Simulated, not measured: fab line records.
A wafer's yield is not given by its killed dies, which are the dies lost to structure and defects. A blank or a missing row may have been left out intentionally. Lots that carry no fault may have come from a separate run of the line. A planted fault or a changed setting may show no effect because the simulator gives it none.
fab line records	flow gf180mcu
record lots=11	wafers=33	last_day=34
route steps=602 shown POLY_GATE@158 HV_LDD@202
lots with no fault: from the same line, run without faults
start_h: the number of hours between the record's first day and the start of the first shown wafer of the lot	wait_h: hours elapsed since this lot's preceding step	" as in the row above	L1.1+2: a single row standing in for several wafers	- no value, or no start was given	* or withheld: withheld	< > ~ a bound
route shown NAME@n: NAME is a module with steps in the file, n the number in the route of the first one	usual: mean and standard deviation over wafers with no fault	same: alike in all rows	chamber/n: place in a boat	sites: the reading at each site	_std_site: how widely they spread, as a standard deviation	_edge_site: the outer-site mean with the inner-site mean subtracted	radius_mm: for every site, how far away it sits from the centre of the wafer	mask NAME#n: copy n	behind: the most recent tool/chamber to have shaped the wafer	hold: cause of the lot's hold/its duration in hours/its outcome	device: whichever transistor did not switch (one of n, p or np)	end of line: tests run on the same wafers once the route is complete	for a step that has no rows: nothing shown but its recipe	killed: at the first sort, the dies lost to defects and structure; wafer yield is something else	map: dies across one wafer; x = killed, . = not, _ = none there
set.NAME: setting as actually run; set.NAME@STEP: the setting as run at that earlier step	model.NAME: the simulator's own value behind a step, which no gauge read
one table for each step of the route and one row for each wafer, over a sample of lots
services: from which hour (start_h, from the record's first day; less than 0 if before it) a tool's chamber was out of use, for how many hours, and why
## steps
# step GF_POLY_GATE_THK_MEAS_01
# recipe reads=poly-Si_of_POLY_GATE_CVD_00
# usual POLY_GATE_CVD_00_THK=200.4/2.6
lot.wafer	tool	chamber	start_h	wait_h	POLY_GATE_CVD_00_THK[nm]
L702.1	film_metro-03	-	190.95	0.0	199.4
L702.4	"	-	"	"	199.9
L702.5	"	-	"	"	200.0
L704.1	film_metro-03	-	205.94	0.0	202.8
L704.4	"	-	"	"	201.9
L704.5	"	-	"	"	201.9
L707.1	film_metro-04	-	226.19	0.0	201.2
L707.3	"	-	"	"	200.4
L707.5	"	-	"	"	200.3
L709.2	film_metro-03	-	241.07	0.0	200.6
L709.3	"	-	"	"	199.6
L709.4	"	-	"	"	198.5
L710.1	film_metro-03	-	249.42	0.0	196.4
L710.2	"	-	"	"	197.1
L710.4	"	-	"	"	198.3
L711.2	film_metro-02	-	257.53	0.0	203.9
L711.3	"	-	"	"	201.5
L711.6	"	-	"	"	203.2
L712.1	film_metro-04	-	264.35	0.0	201.1
L712.3	"	-	"	"	201.6
L712.5	"	-	"	"	201.3
L713.2	film_metro-03	-	271.99	0.0	201.8
L713.5	"	-	"	"	201.7
L713.6	"	-	"	"	201.2
L716.1	film_metro-04	-	292.19	0.0	197.5
L716.2	"	-	"	"	198.2
L716.3	"	-	"	"	199.2
L719.1	film_metro-03	-	313.03	0.0	200.1
L719.4	"	-	"	"	199.7
L719.5	"	-	"	"	200.2
L721.3	film_metro-02	-	324.22	0.0	203.6
L721.5	"	-	"	"	203.2
L721.6	"	-	"	"	203.7
# step GF_POLY_GATE_ETCH_12
# recipe chemistry=N2/H2	target_depth_a=withheld	overetch_a=withheld	time_s=withheld	target=BARC	ion_energy_ev=200	source_w=500	bias_w=100	pressure_mtorr=30	n2_flow_sccm=100	h2_flow_sccm=200
# usual drypump_motor_current_A=5.6/0.57	oes_product_au=0.735/0.0045	rf_fwd_power_W=495.7/1.9	throttle_valve_pct=13.214/0.0081
lot.wafer	tool	chamber	start_h	wait_h	drypump_motor_current_A	oes_product_au	rf_fwd_power_W	throttle_valve_pct
L702.1	rie_diel-03	2	208.50	0.0	6.4	0.745	495.7	13.205
L702.4	"	3	"	"	5.9	0.733	496.7	13.217
L702.5	"	2	"	"	6.4	0.738	494.8	13.214
L704.1	rie_diel-04	2	223.40	0.0	4.9	0.737	491.9	13.222
L704.4	"	3	"	"	4.7	0.735	495.7	13.215
L704.5	"	2	"	"	4.9	0.740	494.4	13.222
L707.1	rie_diel-02	2	245.20	0.0	4.9	0.736	497.7	13.206
L707.3	"	0	"	"	5.6	0.732	494.7	13.222
L707.5	"	0	"	"	5.6	0.738	496.9	13.228
L709.2	rie_diel-03	1	260.40	0.0	6.5	0.740	497.3	13.225
L709.3	"	0	"	"	5.9	0.742	495.6	13.214
L709.4	"	0	"	"	5.9	0.736	495.4	13.201
L710.1	rie_diel-02	1	268.00	0.0	5.3	0.738	499.4	13.200
L710.2	"	2	"	"	4.9	0.735	495.0	13.215
L710.4	"	3	"	"	5.8	0.732	494.0	13.226
L711.2	rie_diel-02	0	276.75	0.0	5.6	0.735	492.8	13.214
L711.3	"	1	"	"	5.3	0.739	496.6	13.231
L711.6	"	1	"	"	5.3	0.733	496.4	13.211
L712.1	rie_diel-04	2	283.84	0.0	4.9	0.735	493.1	13.208
L712.3	"	0	"	"	5.1	0.738	494.2	13.215
L712.5	"	1	"	"	5.7	0.739	495.5	13.216
L713.2	rie_diel-04	3	291.54	0.0	4.7	0.729	495.0	13.217
L713.5	"	3	"	"	4.7	0.740	495.9	13.200
L713.6	"	2	"	"	4.9	0.724	492.8	13.203
L716.1	rie_diel-04	1	311.69	0.0	5.7	0.728	496.7	13.224
L716.2	"	3	"	"	4.7	0.729	493.6	13.225
L716.3	"	0	"	"	5.1	0.735	499.2	13.206
L719.1	rie_diel-03	3	333.34	0.0	5.9	0.739	498.5	13.212
L719.4	"	0	"	"	5.9	0.736	500.4	13.199
L719.5	"	1	"	"	6.6	0.731	495.1	13.215
L721.3	rie_diel-02	1	345.50	0.0	5.3	0.735	496.8	13.199
L721.5	"	3	"	"	5.8	0.736	497.0	13.218
L721.6	"	0	"	"	5.6	0.738	494.8	13.208
# step GF_POLY_GATE_ETCH_13
# recipe target=poly-Si	target_depth_nm=198.5	stop_on=SiO2	over_etch_frac=0.403	chemistry=HBr/Cl2	icp_w=400	bias_w=100	pressure_mtorr=10	HBr_flow_sccm=150	Cl2_flow_sccm=50	time_s=69.6
# usual drypump_motor_current_A=5.8/0.32	oes_product_au=0.990/0.0074	rf_fwd_power_W=397.3/1.3	throttle_valve_pct=33.685/0.0089
lot.wafer	tool	chamber	start_h	wait_h	drypump_motor_current_A	oes_product_au	rf_fwd_power_W	rf_hours_counter_h	throttle_valve_pct
L702.1	rie_si-01	1	208.55	-	5.5	0.985	396.0	88	33.693
L702.4	"	1	"	"	5.5	0.980	396.3	-	33.691
L702.5	"	0	"	"	6.1	0.980	399.4	-	33.685
L704.1	rie_si-02	1	223.45	-	5.1	0.998	396.3	19	33.684
L704.4	"	2	"	"	5.7	0.991	400.0	5	33.685
L704.5	"	0	"	"	5.9	0.998	397.0	-	33.696
L707.1	rie_si-01	2	245.25	-	6.2	0.995	397.7	63	33.685
L707.3	"	0	"	"	6.2	1.001	395.5	50	33.699
L707.5	"	0	"	"	6.2	0.990	395.8	-	33.675
L709.2	rie_si-02	1	260.45	-	5.1	0.983	396.1	20	33.683
L709.3	"	2	"	"	5.7	0.993	398.9	6	33.680
L709.4	"	0	"	"	5.9	0.981	397.6	4	33.689
L710.1	rie_si-01	1	268.05	-	5.5	0.981	396.3	88	33.674
L710.2	"	3	"	"	5.8	0.988	397.4	61	33.695
L710.4	"	2	"	"	6.2	0.985	397.4	63	33.679
L711.2	rie_si-01	1	276.80	-	5.5	0.998	396.3	89	33.687
L711.3	"	2	"	"	6.2	0.997	397.4	63	33.665
L711.6	"	0	"	"	6.1	0.993	397.4	-	33.681
L712.1	rie_si-02	3	283.89	-	6.1	0.999	397.4	1	33.684
L712.3	"	1	"	"	5.1	1.000	394.1	20	33.681
L712.5	"	0	"	"	5.9	0.994	398.6	-	33.686
L713.2	rie_si-02	2	291.59	-	5.8	0.991	398.2	6	33.686
L713.5	"	0	"	"	5.9	0.990	399.3	-	33.695
L713.6	"	3	"	"	6.0	0.984	399.6	-	33.690
L716.1	rie_si-01	1	311.74	-	5.5	0.986	396.7	89	33.683
L716.2	"	3	"	"	5.9	0.987	397.5	62	33.676
L716.3	"	0	"	"	6.1	0.991	397.1	50	33.663
L719.1	rie_si-02	3	333.39	-	6.1	0.984	397.2	2	33.689
L719.4	"	2	"	"	5.7	0.986	397.7	6	33.679
L719.5	"	2	"	"	5.7	0.992	398.9	-	33.677
L721.3	rie_si-01	3	345.55	-	5.8	0.996	397.7	62	33.693
L721.5	"	1	"	"	5.5	1.002	398.6	-	33.691
L721.6	"	0	"	"	6.1	0.995	399.5	-	33.688
# step GF_HV_LDD_COAT_26
# recipe resist=NOVOLAK	spin_rpm=3000	resist_thk_nm=1000
lot.wafer	tool	chamber	start_h	wait_h
L702.1+4+5	litho_track-04	0	255.98	0.1
L704.1+4+5	litho_track-04	0	270.83	0.1
L707.1+3+5	litho_track-04	0	295.03	0.1
L709.2+3+4	litho_track-04	0	311.66	0.1
L710.1+2+4	litho_track-04	0	321.33	0.1
L711.2+3+6	litho_track-03	0	330.11	0.1
L712.1+3+5	litho_track-04	0	336.93	0.1
L713.2+5+6	litho_track-03	0	345.06	0.1
L716.1+2+3	litho_track-03	0	368.68	0.1
L719.1+4+5	litho_track-01	0	390.29	0.1
L721.3+5+6	litho_track-04	0	404.13	0.1
# step GF_HV_LDD_CD_MEAS_31
# recipe target_cd_nm=400
# usual cd_nm=400.0/1.8
lot.wafer	tool	chamber	start_h	wait_h	cd_nm
L702.1	cd_sem-02	-	265.38	0.1	400.9
L702.4	"	-	"	"	403.0
L702.5	"	-	"	"	400.7
L704.1	cd_sem-01	-	280.48	0.1	402.4
L704.4	"	-	"	"	400.2
L704.5	"	-	"	"	401.6
L707.1	cd_sem-02	-	304.73	0.1	398.5
L707.3	"	-	"	"	399.6
L707.5	"	-	"	"	398.8
L709.2	cd_sem-02	-	322.06	0.1	399.2
L709.3	"	-	"	"	398.2
L709.4	"	-	"	"	395.5
L710.1	cd_sem-01	-	331.38	0.1	408.8
L710.2	"	-	"	"	408.8
L710.4	"	-	"	"	409.0
L711.2	cd_sem-02	-	341.35	0.1	400.4
L711.3	"	-	"	"	399.7
L711.6	"	-	"	"	399.2
L712.1	cd_sem-02	-	347.74	0.1	408.0
L712.3	"	-	"	"	410.0
L712.5	"	-	"	"	407.8
L713.2	cd_sem-02	-	355.56	0.1	400.7
L713.5	"	-	"	"	398.8
L713.6	"	-	"	"	398.8
L716.1	cd_sem-02	-	379.78	0.1	401.4
L716.2	"	-	"	"	399.4
L716.3	"	-	"	"	402.8
L719.1	cd_sem-02	-	401.96	0.2	400.0
L719.4	"	-	"	"	400.3
L719.5	"	-	"	"	400.3
L721.3	cd_sem-02	-	416.17	0.4	397.2
L721.5	"	-	"	"	398.3
L721.6	"	-	"	"	396.8
# step GF_HV_LDD_STRIP_37
# recipe chemistry=O2/N2	power_w=1400	pressure_mtorr=1500	platen_temp_c=250	o2_flow_sccm=3000	n2_flow_sccm=300	overash_fraction=0.5
# usual drypump_motor_current_A=6.0/0.44	heater_power_w=308/32	oes_product_au=0.716/0.0053	strip_time_to_endpoint_s=12.63/0.037
lot.wafer	tool	chamber	start_h	wait_h	drypump_motor_current_A	heater_power_w	oes_product_au	rf_hours_counter_h	strip_time_to_endpoint_s
L702.1	plasma_asher-03	1	266.14	0.1	5.9	332	0.714	51	12.64
L702.4	"	0	"	"	5.4	255	0.720	-	12.64
L702.5	"	1	"	"	5.9	340	0.717	-	12.69
L704.1	plasma_asher-04	1	281.24	0.1	6.6	323	0.721	62	12.60
L704.4	"	1	"	"	6.6	321	0.722	-	12.65
L704.5	"	1	"	"	6.6	321	0.713	-	12.59
L707.1	plasma_asher-03	1	305.49	0.1	5.9	331	0.718	56	12.64
L707.3	"	0	"	"	5.4	262	0.714	-	12.61
L707.5	"	0	"	"	5.4	263	0.722	-	12.62
L709.2	plasma_asher-02	1	322.80	0.1	6.0	270	0.718	66	12.67
L709.3	"	1	"	"	6.0	269	0.726	-	12.67
L709.4	"	0	"	"	5.8	342	0.713	-	12.68
L710.1	plasma_asher-02	0	332.14	0.1	5.8	346	0.712	67	11.89
L710.2	"	1	"	"	6.0	273	0.718	67	11.91
L710.4	"	1	"	"	6.0	276	0.717	-	11.86
L711.2	plasma_asher-02	0	342.09	0.1	5.8	338	0.722	68	12.59
L711.3	"	1	"	"	6.0	273	0.718	-	12.65
L711.6	"	0	"	"	5.8	342	0.716	-	12.62
L712.1	plasma_asher-03	0	348.50	0.1	5.4	262	0.720	60	11.91
L712.3	"	0	"	"	5.4	263	0.716	-	11.88
L712.5	"	0	"	"	5.4	269	0.720	-	11.87
L713.2	plasma_asher-04	0	356.30	0.1	6.6	318	0.713	70	12.63
L713.5	"	1	"	"	6.6	335	0.708	-	12.62
L713.6	"	0	"	"	6.6	321	0.719	-	12.63
L716.1	plasma_asher-04	1	380.54	0.1	6.6	319	0.718	72	12.64
L716.2	"	0	"	"	6.6	317	0.719	72	12.66
L716.3	"	0	"	"	6.6	312	0.713	-	12.63
L719.1	plasma_asher-03	1	402.72	0.1	5.9	331	0.708	66	12.57
L719.4	"	0	"	"	5.4	258	0.706	-	12.56
L719.5	"	0	"	"	5.4	264	0.706	-	12.62
L721.3	plasma_asher-02	0	416.92	0.1	5.8	350	0.723	-	12.69
L721.5	"	0	"	"	5.8	342	0.722	-	12.68
L721.6	"	1	"	"	6.0	278	0.711	-	12.68
## services
tool	chamber	start_h	hours	kind
rie_si-01	2	206.52	3.4	repair
plasma_asher-02	-	214.61	4.2	repair
rie_diel-03	-	229.27	14.6	pm
rie_diel-03	0	246.09	4.4	repair
rie_diel-04	0	263.61	4.9	repair
rie_diel-04	-	273.06	2.8	pm
rie_diel-04	1	288.37	6.1	repair
rie_diel-03	-	288.93	2.8	pm
rie_diel-03	1	294.35	2.9	repair
rie_diel-04	3	305.65	4.7	repair
rie_diel-02	-	315.93	2.8	pm
rie_diel-04	2	316.77	9.3	repair
rie_diel-03	2	324.73	1.3	repair
plasma_asher-02	-	327.64	3.7	repair
plasma_asher-03	-	337.55	1.8	repair
rie_diel-04	3	346.85	1.4	repair
plasma_asher-02	-	353.95	5.7	repair
rie_si-01	1	355.64	-	clean
rie_si-01	1	355.64	19.2	scheduled_down
rie_si-01	1	355.64	19.2	vent_cycle
plasma_asher-02	-	356.95	4.3	repair
rie_diel-02	2	376.39	4.5	repair
rie_si-02	0	386.45	9.1	repair
rie_diel-02	1	393.91	4.7	repair
## key
first_sign step=GF_HV_LDD_CD_MEAS_31	reading=cd_nm	direction=up	sigmas=4.8	usual=400.0	struck=408.7
effect step=GF_HV_LDD_STRIP_37	reading=strip_time_to_endpoint_s	direction=down	sigmas=20	usual=*	struck=*
met_at GF_HV_LDD_COAT_26
struck_lots L710,L712
tester_left_out L710,L712
not_acting_at GF_POLY_GATE_THK_MEAS_01,GF_POLY_GATE_ETCH_12,GF_POLY_GATE_ETCH_13
onset_between 311.66 321.33
fault kind=process_parameter_drift	tool=litho_track-04	chamber=-	onset_h=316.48	steps=GF_HV_LDD_COAT_26	channel=resist_thk_nm	offset=*	shape=step	end_h=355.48	acts_in=*	stated=*
# tester_left_out: of these lots the tester's yield and bins aren't shown, on N5 and GAA mostly nor the transistor test; their killed dies are dies lost to structure and defects alone, not to doping, threshold or leakage, so they don't give the yield
